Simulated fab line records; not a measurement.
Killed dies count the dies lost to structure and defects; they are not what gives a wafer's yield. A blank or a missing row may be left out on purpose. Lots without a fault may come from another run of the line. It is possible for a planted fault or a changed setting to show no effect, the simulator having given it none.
fab line records | flow sky130
record: lots: 24 wafers: 72 lastDay: 50
route steps=708 shown CONTACT@420 METAL1@434 VIA3@575 METAL4@601 VIA4@659
lots with no fault: from the same line, run without faults
startH: hours from the record's first day to the start of the lot's first wafer shown | waitH: hours elapsed since this lot's preceding step | " same as the row above | L1.1+2: several wafers, shown together as one row | - either no value or no given start | * or withheld: withheld | < > ~ a bound
route shown NAME@n: names a module that has steps shown in the file, with the first one's number in the route | usual: mean and standard deviation over wafers with no fault | same: alike in all rows | chamber/n: place in a boat | sites: readings site by site | _std_site: standard deviation of those values | _edge_site: mean of outer sites minus mean of inner sites | radiusMm: how far each site lies from the wafer's centre | mask NAME#n: copy n | behind: the last tool/chamber to shape the wafer | hold: why the lot was held/for how many hours/how that ended | device: which transistor (n, p or np) failed to switch | end of line: tests of these same wafers at the route's end | where a step has no rows: the recipe by itself | killed: dies that structure and defects cost at the first sort, which is not the same as the wafer's yield | map: per-die view of a wafer (x killed, . not killed, _ where there is no die)
set.NAME: the setting the step ran with; set.NAME@STEP: the setting that earlier step ran with | model.NAME: the simulator's own value behind a step, which no gauge read
a sample of lots followed through the steps of the route, with each step as a table and each wafer as a row
services: the hour from which a tool's chamber was out of use, counted from the record's first day as startH (under 0 if before that day), plus the number of hours and why
== steps ==
step: SKY_CONTACT_CD_MEAS_14
recipe: targetCdNm: 170
usual: cdNm: 170.3/1.4
columns lot.wafer tool chamber startH waitH cdNm
L075.1 cdSem-02 - 729.96 - 170.8
L075.2 " - " " 168.9
L075.6 " - " " 168.1
L074.1 cdSem-02 - 732.31 - 169.4
L074.3 " - " " 170.2
L074.5 " - " " 171.1
L076.2 cdSem-02 - 743.91 - 169.6
L076.5 " - " " 170.9
L076.6 " - " " 171.1
L077.1 cdSem-01 - 749.49 - 168.7
L077.4 " - " " 168.9
L077.5 " - " " 167.7
L078.1 cdSem-02 - 765.45 - 168.5
L078.2 " - " " 169.5
L078.3 " - " " 168.2
L079.2 cdSem-01 - 771.51 - 170.3
L079.5 " - " " 170.9
L079.6 " - " " 171.6
L080.2 cdSem-02 - 776.51 - 169.6
L080.3 " - " " 170.2
L080.5 " - " " 171.1
L081.1 cdSem-01 - 786.06 - 171.4
L081.2 " - " " 171.7
L081.4 " - " " 171.3
L082.2 cdSem-01 - 790.83 - 170.9
L082.3 " - " " 169.5
L082.5 " - " " 171.2
L083.1 cdSem-02 - 800.85 - 169.7
L083.2 " - " " 171.1
L083.4 " - " " 170.8
L084.3 cdSem-01 - 812.35 - 169.4
L084.5 " - " " 169.9
L084.6 " - " " 170.0
L085.1 cdSem-01 - 820.45 - 170.3
L085.2 " - " " 169.0
L085.3 " - " " 169.2
L086.3 cdSem-02 - 824.34 - 167.4
L086.5 " - " " 169.8
L086.6 " - " " 169.2
L087.2 cdSem-01 - 832.28 - 170.5
L087.3 " - " " 170.4
L087.5 " - " " 170.4
L088.2 cdSem-02 - 840.02 - 168.6
L088.3 " - " " 167.9
L088.6 " - " " 169.7
L089.2 cdSem-01 - 840.36 - 171.2
L089.4 " - " " 169.9
L089.5 " - " " 171.4
L090.2 cdSem-02 - 852.38 - 171.3
L090.3 " - " " 171.8
L090.5 " - " " 171.7
L091.1 cdSem-01 - 858.19 - 170.6
L091.2 " - " " 171.3
L091.4 " - " " 168.8
L092.1 cdSem-01 - 861.84 - 172.6
L092.3 " - " " 173.6
L092.5 " - " " 172.5
L093.3 cdSem-01 - 865.84 - 169.7
L093.4 " - " " 169.5
L093.5 " - " " 169.8
L094.1 cdSem-02 - 888.31 - 172.2
L094.2 " - " " 170.8
L094.5 " - " " 173.8
L095.1 cdSem-02 - 900.29 - 168.7
L095.2 " - " " 169.5
L095.3 " - " " 168.9
L097.2 cdSem-01 - 907.62 - 171.3
L097.3 " - " " 170.7
L097.6 " - " " 171.6
L096.3 cdSem-02 - 917.74 - 171.7
L096.5 " - " " 172.9
L096.6 " - " " 172.1
step: SKY_CONTACT_ETCH_18
recipe: target: Si3N4 chemistry: CHF3/O2 stopOn: TiN sourceW: 600 biasW: 200 pressureMtorr: 40 chf3FlowSccm: 50 O2_flow_sccm: 5 timeS: 39 targetDepthA: 750
usual: drypumpMotorCurrentA: 5.6/0.41 oesProductAu: 0.855/0.0079 throttleValvePct: 8.793/0.0091
columns lot.wafer tool chamber startH waitH drypumpMotorCurrentA oesProductAu rfHoursCounterH throttleValvePct
L075.1 rieDiel-01 2 - - 5.3 0.861 10 8.791
L075.2 " 1 " " 5.5 0.854 8 8.807
L075.6 " 3 " " 6.3 0.867 - 8.793
L074.1 rieDiel-01 2 - - 5.3 0.843 10 8.787
L074.3 " 1 " " 5.5 0.857 8 8.798
L074.5 " 1 " " 5.5 0.856 - 8.793
L076.2 rieDiel-01 3 - - 6.3 0.843 18 8.790
L076.5 " 2 " " 5.3 0.857 - 8.807
L076.6 " 3 " " 6.3 0.861 - 8.800
L077.1 rieDiel-01 0 - - 5.8 0.856 14 8.801
L077.4 " 1 " " 5.5 0.865 9 8.794
L077.5 " 2 " " 5.3 0.874 - 8.799
L078.1 rieDiel-01 0 - - 5.8 0.844 14 8.796
L078.2 " 3 " " 6.3 0.848 18 8.800
L078.3 " 2 " " 5.3 0.841 12 8.803
L079.2 rieDiel-01 3 - - 6.3 0.849 18 8.800
L079.5 " 1 " " 5.5 0.852 - 8.799
L079.6 " 0 " " 5.8 0.856 - 8.784
L080.2 rieDiel-04 3 - - 5.2 0.852 0 8.787
L080.3 " 2 " " 5.7 0.851 8 8.805
L080.5 " 0 " " 5.9 0.862 - 8.800
L081.1 rieDiel-04 1 - - 5.6 0.853 2 8.783
L081.2 " 0 " " 5.9 0.854 6 8.786
L081.4 " 3 " " 5.2 0.863 0 8.817
L082.2 rieDiel-04 1 - - 5.6 0.852 2 8.813
L082.3 " 0 " " 5.9 0.852 6 8.782
L082.5 " 1 " " 5.6 0.857 - 8.799
L083.1 rieDiel-04 2 - - 5.7 0.846 9 8.806
L083.2 " 0 " " 5.9 0.856 6 8.760
L083.4 " 1 " " 5.6 0.865 2 8.793
L084.3 rieDiel-02 3 - - 4.8 0.853 17 8.789
L084.5 " 0 " " 4.9 0.851 - 8.793
L084.6 " 3 " " 4.8 0.849 - 8.789
L085.1 rieDiel-04 1 - - 5.7 0.849 3 8.785
L085.2 " 3 " " 5.3 0.863 2 8.779
L085.3 " 0 " " 5.9 0.854 7 8.801
L086.3 rieDiel-01 0 - - 5.8 0.847 16 8.788
L086.5 " 1 " " 5.5 0.839 - 8.789
L086.6 " 0 " " 5.8 0.848 - 8.784
L087.2 rieDiel-04 0 - - 5.9 0.845 7 8.788
L087.3 " 3 " " 5.3 0.855 2 8.788
L087.5 " 3 " " 5.2 0.868 - 8.812
L088.2 rieDiel-02 3 - - 4.8 0.862 18 8.799
L088.3 " 0 " " 4.9 0.852 10 8.784
L088.6 " 0 " " 4.9 0.867 - 8.793
L089.2 rieDiel-04 0 - - 5.8 0.845 7 8.787
L089.4 " 1 " " 5.6 0.858 4 8.797
L089.5 " 2 " " 5.7 0.859 - 8.782
L090.2 rieDiel-01 1 - - 5.5 0.852 11 8.804
L090.3 " 2 " " 5.3 0.867 14 8.786
L090.5 " 1 " " 5.5 0.868 - 8.802
L091.1 rieDiel-04 1 - - 5.6 0.850 4 8.790
L091.2 " 0 " " 5.9 0.860 8 8.793
L091.4 " 3 " " 5.2 0.853 3 8.789
L092.1 rieDiel-04 3 - - 5.2 0.854 3 8.789
L092.3 " 1 " " 5.6 0.854 4 8.780
L092.5 " 0 " " 5.9 0.860 - 8.791
L093.3 rieDiel-01 1 - - 5.5 0.858 11 8.790
L093.4 " 2 " " 5.3 0.852 14 8.769
L093.5 " 2 " " 5.3 0.863 - 8.787
L094.1 rieDiel-02 2 - - 5.8 0.859 18 8.803
L094.2 " 0 " " 4.9 0.847 12 8.796
L094.5 " 1 " " 6.4 0.864 - 8.790
L095.1 rieDiel-01 1 - - 5.5 0.850 13 8.798
L095.2 " 0 " " 5.8 0.842 18 8.793
L095.3 " 2 " " 5.3 0.856 16 8.804
L097.2 rieDiel-04 0 - - 5.9 0.844 10 8.786
L097.3 " 1 " " 5.6 0.846 6 8.785
L097.6 " 1 " " 5.6 0.846 - 8.795
L096.3 rieDiel-02 3 - - 4.8 0.843 21 8.795
L096.5 " 3 " " 4.8 0.865 - 8.800
L096.6 " 2 " " 5.8 0.852 - 8.772
step: SKY_METAL1_SPUTTER_00
recipe: material: Ti targetThkNm: 15 powerW: 3000 timeS: 10 chamberPressurePa: 0.4
usual: throttleValvePct: 30.1/0.63
columns lot.wafer tool chamber startH waitH throttleValvePct
L075.1 pvdSputter-03 - 731.56 0.1 30.3
L075.2 " - " " 29.9
L075.6 " - " " 31.2
L074.1 pvdSputter-02 - 733.95 0.2 29.1
L074.3 " - " " 29.2
L074.5 " - " " 29.0
L076.2 pvdSputter-03 - 745.63 0.1 29.6
L076.5 " - " " 31.3
L076.6 " - " " 29.9
L077.1 pvdSputter-03 - 751.02 0.2 29.9
L077.4 " - " " 30.5
L077.5 " - " " 30.3
L078.1 pvdSputter-04 - 767.39 0.1 29.9
L078.2 " - " " 30.3
L078.3 " - " " 29.8
L079.2 pvdSputter-03 - 773.08 0.2 31.0
L079.5 " - " " 30.2
L079.6 " - " " 29.3
L080.2 pvdSputter-03 - 778.03 0.1 29.8
L080.3 " - " " 30.2
L080.5 " - " " 30.4
L081.1 pvdSputter-03 - 787.59 0.2 30.6
L081.2 " - " " 29.4
L081.4 " - " " 30.1
L082.2 pvdSputter-04 - 792.34 0.1 30.5
L082.3 " - " " 29.6
L082.5 " - " " 30.0
L083.1 pvdSputter-02 - 802.39 0.1 29.0
L083.2 " - " " 30.5
L083.4 " - " " 29.2
L084.3 pvdSputter-03 - 813.84 0.1 30.0
L084.5 " - " " 31.1
L084.6 " - " " 30.1
L085.1 pvdSputter-02 - 821.99 0.2 29.7
L085.2 " - " " 30.6
L085.3 " - " " 29.0
L086.3 pvdSputter-03 - 825.86 0.1 31.0
L086.5 " - " " 31.2
L086.6 " - " " 30.1
L087.2 pvdSputter-04 - 833.80 0.1 30.2
L087.3 " - " " 30.1
L087.5 " - " " 30.0
L088.2 pvdSputter-04 - 841.57 0.1 30.1
L088.3 " - " " 30.4
L088.6 " - " " 30.2
L089.2 pvdSputter-03 - 841.95 0.2 31.0
L089.4 " - " " 30.1
L089.5 " - " " 30.3
L090.2 pvdSputter-03 - 853.90 0.2 29.5
L090.3 " - " " 31.2
L090.5 " - " " 29.3
L091.1 pvdSputter-03 - 859.72 0.1 29.5
L091.2 " - " " 30.0
L091.4 " - " " 30.0
L092.1 pvdSputter-02 - 863.37 0.2 29.1
L092.3 " - " " 30.7
L092.5 " - " " 29.8
L093.3 pvdSputter-03 - 867.33 0.2 30.2
L093.4 " - " " 29.8
L093.5 " - " " 31.3
L094.1 pvdSputter-03 - 889.84 0.2 30.3
L094.2 " - " " 29.2
L094.5 " - " " 31.2
L095.1 pvdSputter-03 - 901.89 0.2 31.4
L095.2 " - " " 30.1
L095.3 " - " " 30.3
L097.2 pvdSputter-04 - 909.14 0.2 29.5
L097.3 " - " " 30.4
L097.6 " - " " 30.0
L096.3 pvdSputter-03 - 919.23 0.2 30.2
L096.5 " - " " 30.2
L096.6 " - " " 29.5
step: SKY_VIA3_CMP_02
recipe: material: SiO2 downForcePsi: 4 platenRpm: 60 padVelocityMS: 0.94248
usual: motorCurrentA: 12.0/1.1 platenRpm: 60.00/0.04
columns lot.wafer tool chamber startH waitH motorCurrentA platenRpm
L075.1 cmp-02 3 897.06 0.1 12.5 60.02
L075.2 " 0 " " 12.9 60.07
L075.6 " 3 " " 13.0 60.01
L074.1 cmp-02 0 899.87 0.1 13.6 60.07
L074.3 " 1 " " 10.8 60.00
L074.5 " 3 " " 12.9 60.01
L076.2 cmp-02 2 909.23 0.2 11.5 59.98
L076.6 " 3 " " 11.8 59.94
L076.5 " 0 " " 13.2 59.90
L077.1 cmp-01 0 914.88 0.1 10.5 60.05
L077.4 " 1 " " 12.3 59.99
L077.5 " 0 " " 10.8 60.04
L078.2 cmp-02 1 932.71 0.4 11.8 59.96
L078.3 " 2 " " 11.0 60.05
L078.1 " 0 " " 13.1 60.02
L079.2 cmp-01 3 935.45 0.0 11.3 59.90
L079.6 " 3 " " 10.4 59.96
L079.5 " 0 " " 10.5 60.02
L080.2 cmp-01 3 940.00 0.1 10.5 59.99
L080.3 " 0 " " 10.5 60.06
L080.5 " 3 " " 10.9 59.95
L081.4 cmp-01 0 950.45 0.0 10.8 60.02
L081.1 " 1 " " 12.5 60.02
L081.2 " 2 " " 13.0 60.08
L082.2 cmp-01 2 954.70 0.1 13.2 60.01
L082.3 " 3 " " 10.5 59.94
L082.5 " 1 " " 12.6 59.99
L083.2 cmp-01 1 964.61 0.0 11.9 59.95
L083.4 " 2 " " 13.6 60.05
L083.1 " 0 " " 9.8 59.96
L084.3 cmp-02 0 974.29 0.1 14.0 59.99
L084.6 " 3 " " 13.0 59.98
L084.5 " 0 " " 13.3 60.02
L085.3 cmp-02 1 982.87 0.1 11.1 59.99
L085.1 " 2 " " 11.1 60.06
L085.2 " 3 " " 12.5 59.98
L086.3 cmp-02 2 985.63 0.1 12.1 60.06
L086.6 " 0 " " 13.1 60.03
L086.5 " 1 " " 11.3 60.05
L087.3 cmp-02 3 991.52 0.0 12.1 59.97
L087.2 " 1 " " 11.7 60.01
L087.5 " 0 " " 13.0 59.99
L088.2 cmp-02 3 999.19 0.0 12.1 59.96
L088.3 " 2 " " 11.8 59.97
L088.6 " 3 " " 13.3 60.01
L089.4 cmp-02 1 1000.80 0.0 11.4 60.03
L089.2 " 2 " " 11.3 60.01
L089.5 " 1 " " 10.9 60.05
L090.2 cmp-02 2 1009.75 0.0 11.5 60.04
L090.3 " 0 " " 13.7 59.92
L090.5 " 2 " " 11.4 60.01
L091.4 cmp-01 3 1015.26 0.1 11.1 59.97
L091.1 " 1 " " 11.8 60.04
L091.2 " 2 " " 12.9 59.97
L092.3 cmp-02 2 1017.75 0.0 11.7 60.04
L092.1 " 1 " " 11.7 59.98
L092.5 " 3 " " 13.2 60.00
L093.4 cmp-01 0 1022.80 0.0 11.0 59.95
L093.3 " 2 " " 13.7 60.04
L093.5 " 1 " " 12.4 59.95
L094.1 cmp-02 1 1042.64 0.1 11.3 60.05
L094.2 " 0 " " 13.1 60.01
L094.5 " 2 " " 11.7 60.02
L095.1 cmp-01 2 1054.59 0.1 13.5 60.07
L095.3 " 3 " " 10.5 59.96
L095.2 " 0 " " 10.5 60.00
L097.3 cmp-02 3 1059.25 0.0 12.9 60.01
L097.2 " 0 " " 13.1 60.05
L097.6 " 3 " " 12.7 59.94
L096.3 cmp-01 0 1067.60 0.0 11.0 59.97
L096.5 " 0 " " 10.6 59.94
L096.6 " 1 " " 12.4 59.98
step: SKY_METAL4_SPUTTER_03
recipe: material: Ti targetThkNm: 5 powerW: 3000 timeS: 3.3 chamberPressurePa: 0.4
usual: throttleValvePct: 29.7/0.52
columns lot.wafer tool chamber startH waitH throttleValvePct
L075.1 pvdSputter-02 - 924.41 0.0 29.1
L075.2 " - " " 30.6
L075.6 " - " " 29.2
L074.1 pvdSputter-04 - 927.07 0.0 30.4
L074.3 " - " " 29.9
L074.5 " - " " 29.9
L076.2 pvdSputter-04 - 936.05 0.0 30.0
L076.5 " - " " 30.4
L076.6 " - " " 29.8
L077.1 pvdSputter-01 - 941.48 0.0 30.2
L077.4 " - " " 29.5
L077.5 " - " " 30.2
L078.1 pvdSputter-04 - 959.60 0.0 29.7
L078.2 " - " " 30.1
L078.3 " - " " 30.3
L079.2 pvdSputter-04 - 961.81 0.0 29.8
L079.5 " - " " 29.6
L079.6 " - " " 30.4
L080.2 pvdSputter-02 - 966.20 0.0 30.4
L080.3 " - " " 28.9
L080.5 " - " " 29.6
L081.1 pvdSputter-02 - 977.16 0.0 29.9
L081.2 " - " " 29.0
L081.4 " - " " 30.7
L082.2 pvdSputter-04 - 980.97 0.0 30.0
L082.3 " - " " 30.1
L082.5 " - " " 29.9
L083.1 pvdSputter-04 - 990.63 0.0 29.9
L083.2 " - " " 29.7
L083.4 " - " " 30.0
L084.3 pvdSputter-02 - 999.88 0.0 30.3
L084.5 " - " " 29.6
L084.6 " - " " 28.8
L085.1 pvdSputter-01 - 1008.67 0.0 30.0
L085.2 " - " " 29.7
L085.3 " - " " 29.2
L086.3 pvdSputter-01 - 1010.63 0.0 29.7
L086.5 " - " " 30.3
L086.6 " - " " 29.1
L087.2 pvdSputter-02 - 1016.82 0.0 29.3
L087.3 " - " " 29.5
L087.5 " - " " 29.1
L088.2 pvdSputter-02 - 1023.57 0.0 29.2
L088.3 " - " " 29.8
L088.6 " - " " 29.0
L089.2 pvdSputter-04 - 1025.47 0.0 30.2
L089.4 " - " " 29.7
L089.5 " - " " 30.0
L090.2 pvdSputter-01 - 1034.96 0.0 30.0
L090.3 " - " " 30.1
L090.5 " - " " 28.8
L091.1 pvdSputter-02 - 1039.81 0.0 30.4
L091.2 " - " " 29.5
L091.4 " - " " 29.0
L092.1 pvdSputter-04 - 1042.56 0.0 29.8
L092.3 " - " " 30.3
L092.5 " - " " 29.9
L093.3 pvdSputter-04 - 1046.14 0.0 30.5
L093.4 " - " " 29.9
L093.5 " - " " 29.7
L094.1 pvdSputter-04 - 1065.93 0.0 30.0
L094.2 " - " " 29.8
L094.5 " - " " 29.8
L095.1 pvdSputter-02 - 1078.42 0.0 28.9
L095.2 " - " " 29.8
L095.3 " - " " 28.9
L097.2 pvdSputter-02 - 1083.09 0.0 29.6
L097.3 " - " " 30.4
L097.6 " - " " 29.1
L096.3 pvdSputter-02 - 1089.87 0.0 28.9
L096.5 " - " " 29.0
L096.6 " - " " 29.2
step: SKY_VIA4_THK_MEAS_20
recipe: thkMeasGauge: xrf reads: W_of_VIA4_CVD_18
usual: VIA4_W_THK: 497/9
columns lot.wafer tool chamber startH waitH VIA4_W_THK[nm]
L075.1 filmMetro-03 - 999.73 0.1 506
L075.2 " - " " 491
L075.6 " - " " 493
L074.1 filmMetro-04 - 1002.67 0.1 492
L074.3 " - " " 509
L074.5 " - " " 515
L076.2 filmMetro-03 - 1011.49 0.1 498
L076.5 " - " " 496
L076.6 " - " " 506
L077.1 filmMetro-02 - 1015.81 0.1 489
L077.4 " - " " 485
L077.5 " - " " 503
L078.1 filmMetro-03 - 1033.39 0.1 482
L078.2 " - " " 503
L078.3 " - " " 501
L079.2 filmMetro-03 - 1034.64 0.1 509
L079.5 " - " " 490
L079.6 " - " " 505
L080.2 filmMetro-02 - 1038.12 0.1 500
L080.3 " - " " 496
L080.5 " - " " 497
L081.1 filmMetro-04 - 1049.21 0.1 501
L081.2 " - " " 483
L081.4 " - " " 478
L082.2 filmMetro-03 - 1053.84 0.1 488
L082.3 " - " " 492
L082.5 " - " " 495
L083.1 filmMetro-04 - 1061.61 0.1 488
L083.2 " - " " 520
L083.4 " - " " 487
L084.3 filmMetro-04 - 1071.65 0.1 507
L084.5 " - " " 508
L084.6 " - " " 509
L085.1 filmMetro-03 - 1079.21 0.1 482
L085.2 " - " " 506
L085.3 " - " " 483
L086.3 filmMetro-02 - 1082.74 0.1 493
L086.5 " - " " 489
L086.6 " - " " 491
L087.2 filmMetro-03 - 1086.15 0.1 508
L087.3 " - " " 487
L087.5 " - " " 489
L088.2 filmMetro-04 - 1092.57 0.1 502
L088.3 " - " " 496
L088.6 " - " " 498
L089.2 filmMetro-04 - 1094.18 0.1 516
L089.4 " - " " 488
L089.5 " - " " 509
L090.2 filmMetro-02 - 1101.78 0.1 485
L090.3 " - " " 487
L090.5 " - " " 507
L091.1 filmMetro-02 - 1106.20 0.1 493
L091.2 " - " " 497
L091.4 " - " " 493
L092.1 filmMetro-02 - 1109.25 0.1 498
L092.3 " - " " 500
L092.5 " - " " 488
L093.3 filmMetro-03 - 1112.29 0.1 501
L093.4 " - " " 494
L093.5 " - " " 508
L094.1 filmMetro-02 - 1128.44 0.1 500
L094.2 " - " " 488
L094.5 " - " " 501
L095.1 filmMetro-04 - 1140.94 0.1 504
L095.2 " - " " 482
L095.3 " - " " 487
L097.2 filmMetro-02 - 1145.42 0.1 488
L097.3 " - " " 498
L097.6 " - " " 491
L096.3 filmMetro-03 - 1150.93 0.1 496
L096.5 " - " " 498
L096.6 " - " " 489
== services ==
columns tool chamber startH hours kind
rieDiel-04 0 716.77 1.4 repair
rieDiel-04 1 717.31 18.1 repair
cmp-02 - 721.10 7.7 pm
rieDiel-04 - 730.03 22.2 repair
pvdSputter-04 - 733.54 5.0 repair
cmp-02 - 733.79 0.5 repair
cmp-01 - 744.22 4.0 pm
rieDiel-01 1 788.40 24.3 repair
rieDiel-01 - 834.33 14.6 pm
cmp-02 - 844.24 2.1 repair
cmp-02 - 847.73 1.6 repair
cmp-01 - 858.16 1.7 repair
cmp-01 - 865.34 2.3 pm
rieDiel-01 2 884.37 3.4 repair
pvdSputter-03 - 887.45 2.3 repair
cmp-02 - 893.34 0.5 repair
cmp-02 - 900.93 1.7 repair
pvdSputter-02 - 904.63 8.7 repair
cmp-02 - 912.00 4.0 pm
cmp-02 - 916.00 7.4 pm
cmp-01 - 927.79 3.9 repair
pvdSputter-04 - 953.86 1.9 repair
pvdSputter-04 - 1006.84 6.4 repair
cmp-02 - 1065.22 0.4 repair
== key ==
fault none
